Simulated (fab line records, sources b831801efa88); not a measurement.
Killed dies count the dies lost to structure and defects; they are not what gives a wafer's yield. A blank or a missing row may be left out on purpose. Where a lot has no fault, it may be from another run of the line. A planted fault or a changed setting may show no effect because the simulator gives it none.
The tool behind it: which one? -- flow sky130 -- 18 wafers from 6 lots sampled at 2 of the route's 708 steps

== WHAT THE GAUGES SHOWED, per wafer ==
SKY_VIA4_THK_MEAS_20: measures by xrf.
lot,measured,on,VIA4_W_THK (nm)
L309,day 42 15:55,film metro-04,510 504 503
L312,day 44 03:55,film metro-03,514 518 514
L320,day 46 00:31,film metro-04,506 514 512
L324,day 46 17:28,film metro-03,512 507 512
L328,day 47 17:07,film metro-03,514 511 514
L331,day 48 15:14,film metro-03,519 521 519

== WHICH TOOL RAN EACH LOT (tool, then ch and the chambers of the sampled wafers, then the start) ==
lot,SKY_LOCAL_INTERCONNECT_STRIP_15
L309,"plasma asher-03 ch 0,1, day 30 06:05"
L312,"plasma asher-02 ch 0,1, day 32 03:49"
L320,"plasma asher-04 ch 0,1, day 34 08:20"
L324,"plasma asher-02 ch 0,1, day 35 07:58"
L328,"plasma asher-03 ch 0,1, day 36 11:28"
L331,"plasma asher-04 ch 0,1, day 37 16:13"
- SKY_LOCAL_INTERCONNECT_STRIP_15: strips in O2/N2.

== THE ANSWER, worked out from the rows above alone ==
Rule: what is usual is taken from the lots themselves. The widest of any qualifying gaps counts: lots, ordered by their means at a reading, are off when they make up no more than a third of the lots, leave a main group of 4 or more, and stand apart from it by 3 or more times the standard deviation of that group's means. A main group whose means are all the same, to the digits that the tables above print for the reading, isn't used. A lot without any number at a reading at which 4 lots or more have one is off too. Any other lot the step has rows for is counted as sound.
No lot is off at any reading shown: from this, nothing can be told.

== WHAT HAD BEEN PUT IN BY THE SIMULATOR ==
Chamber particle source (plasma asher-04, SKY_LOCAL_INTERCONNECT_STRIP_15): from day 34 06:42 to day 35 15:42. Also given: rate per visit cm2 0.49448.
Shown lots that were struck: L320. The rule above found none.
